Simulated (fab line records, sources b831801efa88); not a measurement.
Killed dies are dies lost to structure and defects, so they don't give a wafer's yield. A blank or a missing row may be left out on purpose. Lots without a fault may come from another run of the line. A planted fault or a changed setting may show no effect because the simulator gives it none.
fab line records | flow gf180mcu | part 2 of 2: steps 30 to 41 of 41
record lots=5 wafers=15 last_day=35
route steps=602 shown V3@433 M4@456
lots that met no fault: from a run of the same line without faults
start_h: hours from the record's first day to the start of the lot's first wafer shown | wait_h: hours since the lot's step before | " the same as in the row above | L1.1+2: a row that stands for several wafers | - no value, or no start given | * or withheld: withheld | < > ~ a bound
route shown NAME@n: a module of which the file shows steps, and the number in the route of the first | usual: mean/standard deviation of fault-free wafers | same: alike in all rows | chamber/n: place in a boat | sites: the reading at each site | _std_site: their standard deviation | _edge_site: outer sites' mean less inner sites' | radius_mm: how far each site lies from the wafer's centre | mask NAME#n: copy n | behind: the tool/chamber that last shaped the wafer | hold: why the lot was held/for how many hours/how that ended | device: the transistor (n, p or np) that didn't switch | end of line: the same wafers' tests at the end of the route | a step without rows: its recipe alone | killed: dies lost to structure and defects at the first sort, not the wafer's yield | map: a wafer's dies, x killed, . not, _ none there
set.NAME: the setting as run; set.NAME@STEP: as run at that earlier step | model.NAME: the simulator's own value behind a step, which no gauge read
lots at some steps of the route; a table a step, a row a wafer
services: from which hour (start_h, from the record's first day; less than 0 if before it) a tool's chamber was out of use, for how many hours, and why
## steps
# step GF_M4_THK_MEAS_06
# recipe thk_meas_gauge=xrf reads=AlCu_of_M4_SPUTTER_02
# usual M4_ALCU_THK=457/6
# columns lot.wafer tool chamber start_h wait_h M4_ALCU_THK[nm]
L074.1 film_metro-02 - 534.61 0.1 461
L074.2 " - " " 453
L074.5 " - " " 450
L082.2 film_metro-04 - 599.25 0.1 465
L082.3 " - " " 460
L082.4 " - " " 454
L081.3 film_metro-04 - 599.94 0.1 458
L081.4 " - " " 467
L081.5 " - " " 450
L085.3 film_metro-04 - 619.36 0.1 457
L085.5 " - " " 454
L085.6 " - " " 459
L097.1 film_metro-03 - 706.27 0.1 458
L097.2 " - " " 458
L097.3 " - " " 458
# step GF_M4_DEHYDRATE_07
# recipe temp_c=200 time_s=60
# columns lot.wafer tool chamber start_h wait_h
L074.1+2+5 litho_track-02 0 545.61 11.0
L082.2+3+4 litho_track-02 0 609.14 9.9
L081.3+4+5 litho_track-01 0 609.89 9.9
L085.3+5+6 litho_track-03 0 629.13 9.8
L097.1+2+3 litho_track-03 0 715.13 8.8
# step GF_M4_HMDS_08
# recipe prime_time_s=60 prime_temp_c=120
# columns lot.wafer tool chamber start_h wait_h
L074.1+2+5 litho_track-02 0 545.76 0.1
L082.2+3+4 litho_track-02 0 609.29 0.1
L081.3+4+5 litho_track-01 0 610.04 0.1
L085.3+5+6 litho_track-03 0 629.28 0.1
L097.1+2+3 litho_track-03 0 715.28 0.1
# step GF_M4_COAT_09
# recipe resist=KrF spin_rpm=withheld resist_thk_nm=1000
# columns lot.wafer tool chamber start_h wait_h
L074.1+2+5 litho_track-02 0 545.91 0.1
L082.2+3+4 litho_track-02 0 609.44 0.1
L081.3+4+5 litho_track-01 0 610.19 0.1
L085.3+5+6 litho_track-03 0 629.43 0.1
L097.1+2+3 litho_track-03 0 715.43 0.1
# step GF_M4_SOFTBAKE_10
# recipe temp_c=130 time_s=60 resist=KrF
# columns lot.wafer tool chamber start_h wait_h
L074.1+2+5 litho_track-02 0 546.06 0.1
L082.2+3+4 litho_track-02 0 609.59 0.1
L081.3+4+5 litho_track-01 0 610.34 0.1
L085.3+5+6 litho_track-03 0 629.58 0.1
L097.1+2+3 litho_track-03 0 715.58 0.1
# step GF_M4_EXPOSE_11
# recipe mask_id=Metal4 target_cd_nm=280 na=0.68 source_shape=conventional sigma_outer=0.6 dose_mj=28
# columns lot.wafer tool chamber start_h wait_h mask
L074.1+2+5 krf_scanner-01 0 - - Metal4#0
L082.2+3+4 krf_scanner-02 0 - - Metal4#0
L081.3+4+5 krf_scanner-01 0 - - Metal4#0
L085.3+5+6 krf_scanner-01 0 - - Metal4#0
L097.1+2+3 krf_scanner-02 0 - - Metal4#0
# step GF_M4_PEB_12
# recipe peb_temp_c=135 peb_time_s=90 resist=KrF
# columns lot.wafer tool chamber start_h wait_h
L074.1+2+5 litho_track-01 0 - -
L082.2+3+4 litho_track-01 0 - -
L081.3+4+5 litho_track-02 0 - -
L085.3+5+6 litho_track-02 0 - -
L097.1+2+3 litho_track-02 0 - -
# step GF_M4_DEVELOP_13
# recipe develop_time_s=60 dev_temp_c=21
# columns lot.wafer tool chamber start_h wait_h
L074.1+2+5 litho_track-01 0 557.44 0.2
L082.2+3+4 litho_track-01 0 619.87 0.2
L081.3+4+5 litho_track-02 0 620.76 0.1
L085.3+5+6 litho_track-02 0 639.61 0.1
L097.1+2+3 litho_track-02 0 724.56 0.2
# step GF_M4_CD_MEAS_14
# recipe target_cd_nm=280
# usual cd_nm=280.2/0.97
# columns lot.wafer tool chamber start_h wait_h cd_nm
L074.1 cd_sem-01 - 557.59 0.1 278.7
L074.2 " - " " 279.9
L074.5 " - " " 278.6
L082.2 cd_sem-02 - 620.01 0.1 279.4
L082.3 " - " " 280.1
L082.4 " - " " 280.5
L081.3 cd_sem-01 - 620.90 0.1 281.2
L081.4 " - " " 282.1
L081.5 " - " " 282.8
L085.3 cd_sem-01 - 639.75 0.1 281.4
L085.5 " - " " 280.8
L085.6 " - " " 280.8
L097.1 cd_sem-01 - 724.71 0.1 280.1
L097.2 " - " " 281.2
L097.3 " - " " 280.4
# step GF_M4_OVL_MEAS_15
# usual M4_OVL=-1/5.2
# columns lot.wafer tool chamber start_h wait_h M4_OVL[nm]
L074.1 overlay-01 - 557.71 0.1 2
L074.2 " - " " -4
L074.5 " - " " 2
L082.2 overlay-02 - 620.12 0.1 0
L082.3 " - " " 5
L082.4 " - " " 8
L081.3 overlay-02 - 620.99 0.1 0
L081.4 " - " " 9
L081.5 " - " " 1
L085.3 overlay-01 - 639.84 0.1 -7
L085.5 " - " " -7
L085.6 " - " " -4
L097.1 overlay-01 - 724.83 0.1 -2
L097.2 " - " " -4
L097.3 " - " " 4
# step GF_M4_METAL_ETCH_16
# recipe chemistry=Cl2/BCl3 mask_material=KrF target_depth_nm=627.5 stop_on=SiO2 pressure_mtorr=8 icp_w=800 bias_w=140 Cl2_flow_sccm=80 bcl3_flow_sccm=40 time_s=104.6
# usual bias_w=140.0/0.43 drypump_motor_current_A=5.8/0.32 oes_product_au=0.972/0.0072 throttle_valve_pct=28.251/0.011
# columns lot.wafer tool chamber start_h wait_h bias_w drypump_motor_current_A oes_product_au rf_hours_counter_h throttle_valve_pct
L074.1 rie_metal-03 0 557.75 0.0 140.2 6.3 0.980 10.0 28.250
L074.2 " 1 " " 140.0 5.5 0.972 2.5 28.249
L074.5 " 0 " " 140.1 6.4 0.970 - 28.265
L082.2 rie_metal-03 1 620.15 0.0 140.4 5.5 0.979 4.2 28.242
L082.3 " 1 " " 139.6 5.5 0.979 - 28.248
L082.4 " 0 " " 140.0 6.4 0.971 - 28.246
L081.3 rie_metal-02 0 621.05 0.1 139.7 5.8 0.976 - 28.247
L081.4 " 1 " " 140.4 5.9 0.979 - 28.240
L081.5 " 1 " " 140.9 5.9 0.963 - 28.250
L085.3 rie_metal-03 1 639.94 0.1 140.1 5.5 0.981 - 28.265
L085.5 " 1 " " 140.2 5.5 0.975 - 28.257
L085.6 " 1 " " 140.0 5.5 0.968 - 28.250
L097.1 rie_metal-03 0 724.87 0.0 139.6 6.3 0.968 3.0 28.239
L097.2 " 1 " " 140.0 5.5 0.980 8.5 28.244
L097.3 " 1 " " 140.1 5.5 0.974 - 28.250
# step GF_M4_STRIP_17
# recipe chemistry=O2/N2 power_w=1400 pressure_mtorr=1500 platen_temp_c=250 o2_flow_sccm=3000 n2_flow_sccm=300 overash_fraction=0.5
# usual drypump_motor_current_A=5.7/0.43 heater_power_w=311/23 oes_product_au=0.557/0.0054 strip_time_to_endpoint_s=7.86/0.052
# same overash_fraction=0.5
# columns lot.wafer tool chamber start_h wait_h drypump_motor_current_A heater_power_w oes_product_au rf_hours_counter_h strip_time_to_endpoint_s
L074.1 plasma_asher-01 0 557.86 0.1 5.2 337 0.555 13 7.87
L074.2 " 1 " " 6.5 316 0.555 13 7.82
L074.5 " 0 " " 5.2 324 0.543 - 7.84
L082.2 plasma_asher-03 1 620.26 0.1 5.7 300 0.546 104 7.84
L082.3 " 1 " " 5.7 302 0.560 - 7.85
L082.4 " 0 " " 5.6 273 0.561 - 7.89
L081.3 plasma_asher-03 0 621.16 0.1 5.6 287 0.570 - 7.84
L081.4 " 1 " " 5.7 297 0.557 - 7.87
L081.5 " 0 " " 5.6 279 0.561 - 7.85
L085.3 plasma_asher-03 1 640.12 0.1 5.8 300 0.556 - 7.87
L085.5 " 0 " " 5.6 286 0.551 - 7.91
L085.6 " 1 " " 5.7 295 0.560 - 7.84
L097.1 plasma_asher-01 1 724.98 0.1 6.5 301 0.558 30 7.89
L097.2 " 0 " " 5.1 330 0.554 30 7.85
L097.3 " 1 " " 6.5 306 0.551 - 7.83
## services
# columns tool chamber start_h hours kind
cmp-01 - 495.88 4.2 pm
wet_bench-01 - 496.84 4.4 pm
rie_diel-04 0 498.04 7.5 repair
rie_diel-04 3 498.85 1.7 repair
cmp-01 - 501.59 0.4 repair
pvd_sputter-01 - 508.74 2.5 repair
krf_scanner-01 - 517.76 1.3 pm
krf_scanner-01 - 544.26 0.8 pm
krf_scanner-01 - 552.61 1.0 repair
cmp-01 - 560.13 3.6 repair
pvd_sputter-02 - 571.25 7.4 repair
krf_scanner-01 - 601.14 1.0 repair
krf_scanner-01 - 618.28 2.7 repair
cmp-01 - 621.00 0.9 repair
krf_scanner-01 - 631.48 1.0 pm
cmp-01 - 672.35 6.1 pm
pvd_sputter-01 - 676.21 3.9 repair
pvd_sputter-01 - 677.27 1.2 repair
pvd_sputter-03 - 686.44 1.1 repair
krf_scanner-01 - 693.66 1.3 pm
cmp-01 - 708.18 0.3 repair
krf_scanner-01 - 708.27 1.0 repair
cmp-01 - 709.09 0.5 repair
krf_scanner-01 - 713.06 0.8 pm
